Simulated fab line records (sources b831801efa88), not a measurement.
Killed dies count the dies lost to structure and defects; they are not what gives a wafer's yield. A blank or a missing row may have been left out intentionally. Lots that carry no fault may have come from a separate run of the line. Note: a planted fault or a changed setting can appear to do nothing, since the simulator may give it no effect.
Which of the tools did it? + flow sky130 + 7 lots, 21 wafers sampled, at 4 steps of a route of 708

WHAT THE GAUGES SHOWED, per wafer
SKY_METAL2_RS_MEAS_05: uses a four-point probe to measure.
| lot  | measured     | on            | METAL2_ALCU_RS (ohm/sq) |
|------|--------------|---------------|-------------------------|
| L447 | day 34 19:31 | film metro-04 | 0.1265 0.1277 0.1278    |
| L450 | day 36 04:38 | film metro-02 | 0.1259 0.1261 0.1267    |
| L453 | day 36 23:40 | film metro-04 | 0.1293 0.1280 0.1249    |
| L458 | day 38 07:20 | film metro-03 | 8.3813 8.3759 8.3548    |
| L460 | day 39 06:55 | film metro-02 | 8.3840 8.4365 8.4892    |
| L466 | day 40 09:58 | film metro-02 | 0.1275 0.1272 0.1266    |
| L467 | day 40 23:55 | film metro-04 | 0.1273 0.1266 0.1263    |

WHICH TOOL RAN EACH LOT (tool, then ch and the chambers of the sampled wafers, then the start)
| lot  | SKY_METAL1_SPUTTER_00        | SKY_VIA1_SPUTTER_20          | SKY_METAL2_SPUTTER_02        |
|------|------------------------------|------------------------------|------------------------------|
| L447 | pvd sputter-02, day 32 08:10 | pvd sputter-01, day 34 18:43 | pvd sputter-02, day 34 19:24 |
| L450 | pvd sputter-03, day 33 19:54 | pvd sputter-02, day 36 03:45 | pvd sputter-04, day 36 04:31 |
| L453 | pvd sputter-02, day 34 13:14 | pvd sputter-01, day 36 22:51 | pvd sputter-03, day 36 23:32 |
| L458 | pvd sputter-01, day 36 02:12 | pvd sputter-02, day 38 06:34 | pvd sputter-04, day 38 07:15 |
| L460 | pvd sputter-01, day 37 01:19 | pvd sputter-01, day 39 06:08 | pvd sputter-03, day 39 06:49 |
| L466 | pvd sputter-01, day 38 04:22 | pvd sputter-02, day 40 09:10 | pvd sputter-04, day 40 09:51 |
| L467 | pvd sputter-03, day 38 18:15 | pvd sputter-01, day 40 23:09 | pvd sputter-03, day 40 23:50 |
- SKY_METAL1_SPUTTER_00: material Ti, target thk 15 nm, time 10 s.
- SKY_VIA1_SPUTTER_20: material TiN, target thk 20 nm, time 80 s.
- SKY_METAL2_SPUTTER_02: material AlCu, target thk 250 nm, time 13.3 s.

THE ANSWER, worked out from the rows above alone
Rule: the lots themselves supply what counts as usual. Put in order of their means at a reading, lots are off if they are a third of the lots or fewer, leave a main group of 4 or more, and stand apart from it by a gap of 3 or more times the standard deviation of the main group's means; of several such gaps the widest counts. A main group whose means are all the same, to the digits that the tables above print for the reading, isn't used. A lot without any number at a reading at which 4 lots or more have one is off too. All remaining lots with rows at the step are treated as sound.
Off: L458, L460, seen at SKY_METAL2_RS_MEAS_05 (METAL2_ALCU_RS). For the main group the mean is 0.1270 ohm/sq and the standard deviation 0.00043.
A tool fits if, at a process step before that reading, it ran every lot that is off, and no sound lot after the first of them. Those tools and the gauges at SKY_METAL2_RS_MEAS_05 are tried in the same way. Of those tried, none fits.

WHAT HAD BEEN PUT IN BY THE SIMULATOR
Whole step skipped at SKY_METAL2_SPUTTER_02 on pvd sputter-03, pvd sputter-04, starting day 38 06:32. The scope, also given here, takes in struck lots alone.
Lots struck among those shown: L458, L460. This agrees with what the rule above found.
